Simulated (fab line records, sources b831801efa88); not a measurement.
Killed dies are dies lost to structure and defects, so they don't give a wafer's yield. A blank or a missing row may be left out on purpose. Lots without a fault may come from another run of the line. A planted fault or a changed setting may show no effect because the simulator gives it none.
A struck lot beside a sound one | flow sky130 | 27 steps out of a route of 708
Sound: wafers L726.1, L726.5, L726.6. Struck: wafers L738.1, L738.2. (L738.3 of the same lot was not struck and is left out.) The cause comes at the end.
At each step with rows: each side's tool, then ch and its chambers, then its first start. Under that, the readings that differ: sound wafers | struck wafers | difference of the means | sigmas: that difference in standard deviations of wafers without a fault.
alike: readings whose means differ by less than 2 such deviations, and words and numbers that are the same on both sides. not compared: withheld readings, readings that some wafer has no value for, bounds like >300 that may hide the same value, and numbers for which the record gives no deviation and whose values overlap.
The two part at a step that has a row with sigmas, a row that says differs or no value, or rows on one side only. Numbers that don't overlap but have no deviation are shown without sigmas and don't part them. A reading that every wafer of one side lacks parts them only if that side has two wafers or more.

first, 2 steps without rows for these wafers: SKY_LDD_LDN_PEB_05; SKY_LDD_LDN_DEVELOP_06 (develop time 60 s).
SKY_LDD_LDN_OVL_MEAS_07:
  sound on overlay-01, day 24 15:37; struck on overlay-02, day 28 03:34
  alike: LDD_LDN_OVL
then, 4 steps without rows for these wafers: SKY_LDD_LDN_IMPLANT_08; SKY_LDD_LDN_IMPLANT_09; SKY_LDD_LDN_IMPLANT_10; SKY_LDD_LDN_IMPLANT_11.
SKY_LDD_LDN_STRIP_12: strips in O2/N2.
  sound on plasma_asher-01 ch 0,1, day 24 16:14; struck on plasma_asher-02 ch 0,1, day 28 04:12
  reading                      | sound             | struck      | difference | sigmas
  strip_time_to_endpoint_s (s) | 14.17 14.20 14.15 | 14.26 14.23 | +0.07      | +2
  alike: chamber_pressure_mTorr, drypump_motor_current_A, n2_flow_sccm, oes_product_au
  not compared: rf_hours_counter_h
SKY_LDD_LDN_TW_MEAS_13:
  sound on film_metro-03, day 24 16:20; struck on film_metro-04, day 28 04:18
  alike: LDD_LDN_TW
then, 2 steps without rows for these wafers: SKY_LDD_LDN_CLEAN_14 (cleans in SC1/SC2, time 150 s); SKY_SPACER_CVD_00 (deposits Si3N4 from DCS/NH3, target thk 43.1 nm, time 740 s).
SKY_SPACER_THK_MEAS_01:
  sound on film_metro-01, day 24 18:40; struck on film_metro-04, day 28 05:37
  alike: SPACER_CVD_00_THK
SKY_SPACER_ETCHBACK_02: etches Si3N4 in CH3F/O2, stops on SiO2, time 46.7 s, target depth 45 nm.
  sound on rie_diel-02 ch 0,1, day 24 18:44; struck on rie_diel-02 ch 2,3, day 28 05:41
  reading                                    | sound             | struck      | difference | sigmas
  drypump_motor_current_A (A)                | 6.5 5.4 6.5       | 5.2 5.3     | -0.9       | -2
  oes_product_au (a.u.)                      | 0.862 0.861 0.858 | 0.762 0.761 | -0.099     | -16
  run_length_s (s)                           | 75.1 75.6 74.7    | 86.5 88.1   | +12.2      | +28
  model.SiO2_of_SONOS_ONO_CVD_04.thk_nm (nm) | 4.138 4.086 4.163 | 3.002 2.936 | -1.160     |
  alike: chamber_pressure_mTorr, throttle_valve_pct
  not compared: rf_hours_counter_h
then, 8 steps without rows for these wafers: SKY_POLY_CUT_DEHYDRATE_00 (time 60 s); SKY_POLY_CUT_HMDS_01 (prime time 60 s); SKY_POLY_CUT_COAT_02 (resist thk 60 nm); SKY_POLY_CUT_COAT_03 (resist thk 450 nm); SKY_POLY_CUT_SOFTBAKE_04 (time 90 s); SKY_POLY_CUT_EXPOSE_05 (exposes mask NPCM, target cd 270 nm); SKY_POLY_CUT_PEB_06; SKY_POLY_CUT_DEVELOP_07 (develop time 60 s).
SKY_POLY_CUT_CD_MEAS_08: target cd 270 nm.
  sound on cd_sem-01, day 26 00:10; struck on cd_sem-02, day 29 09:44
  alike: cd_nm
SKY_POLY_CUT_OVL_MEAS_09:
  sound on overlay-01, day 26 00:17; struck on overlay-01, day 29 09:52
  alike: POLY_CUT_OVL
SKY_POLY_CUT_ETCH_10: etches BARC in N2/H2, stops on SiO2, time 45.9 s, target depth 60 nm.
  sound on rie_diel-04 ch 0,1, day 26 00:19; struck on rie_diel-02 ch 0,2, day 29 09:54
  reading                     | sound          | struck    | difference | sigmas
  drypump_motor_current_A (A) | 6.03 5.82 6.03 | 5.36 5.16 | -0.70      | -2
  alike: chamber_pressure_mTorr, h2_flow_sccm, n2_flow_sccm, oes_product_au, throttle_valve_pct
  not compared: rf_hours_counter_h
SKY_POLY_CUT_ETCH_11: etches Si3N4 in CF4/CH2F2/Ar, stops on poly-Si, time 42.5 s, target depth 60 nm.
  sound on rie_diel-04 ch 0,1, day 26 00:21; struck on rie_diel-02 ch 0,2, day 29 09:56
  reading                              | sound             | struck      | difference | sigmas
  drypump_motor_current_A (A)          | 6.05 5.82 6.07    | 5.38 5.15   | -0.71      | -2
  oes_product_au (a.u.)                | 0.828 0.826 0.837 | 0.813 0.803 | -0.022     | -4
  model.etch.depth_nm (nm)             | 61.8 61.55 62.46  | 59.33 58.55 | -3.00      |
  model.POLY_CUT.feature_depth_nm (nm) | 61.8 61.55 62.46  | 59.33 58.55 | -3.00      |
  alike: chamber_pressure_mTorr, mfc_ar_sccm, throttle_valve_pct
  not compared: rf_hours_counter_h
SKY_POLY_CUT_STRIP_12: strips in O2/N2.
  sound on plasma_asher-02 ch 0,1, day 26 00:24; struck on plasma_asher-04 ch 0,1, day 29 09:59
  alike: chamber_pressure_mTorr, drypump_motor_current_A, n2_flow_sccm, oes_product_au, strip_time_to_endpoint_s
  not compared: rf_hours_counter_h
-- the record jumps here: 20 days lie between the struck wafers' starts before and after (it left off in module POLY_CUT and takes up again in module PAD_OPEN, whose first step shown is number 708 of the route) --
SKY_PAD_OPEN_PROBE_99:
  sound on prober-01, day 47 00:44; struck on prober-01, day 49 07:37
  reading                           | sound             | struck      | difference | sigmas
  model.etest.res_pdiff.line_ohm_um | 1392 1371 1373    | 1352 1330   | -38        |
  model.etest.res_ndiff.line_ohm_um | 794.8 782.3 785.3 | 769.5 758.3 | -23.6      |
  model.etest.res_pdiff.rs_ohm_sq   | 199.3 199.4 198.4 | 190.9 188.9 | -9.1       |
  alike: killed_at_M0_to_M3, killed_at_M4_up, killed_at_contacts, killed_at_front_end, killed_at_other, killed_dies, killed_open, killed_short
  not compared: model.etest.pfet_01v8.r_on_ohm_um, model.etest.sonos_uncharged.r_on_ohm_um, model.etest.pfet_01v8.drive_ua_um, model.etest.sram_pfet_latch.drive_ua_um, model.etest.pfet_01v8_hvt.drive_ua_um

WHERE THEY PART
First at SKY_LDD_LDN_STRIP_12; last, within this record, at SKY_POLY_CUT_ETCH_11. Later steps at which nothing parts them and some readings are alike: SKY_POLY_CUT_STRIP_12, SKY_PAD_OPEN_PROBE_99.

WHY: what the simulator had put in
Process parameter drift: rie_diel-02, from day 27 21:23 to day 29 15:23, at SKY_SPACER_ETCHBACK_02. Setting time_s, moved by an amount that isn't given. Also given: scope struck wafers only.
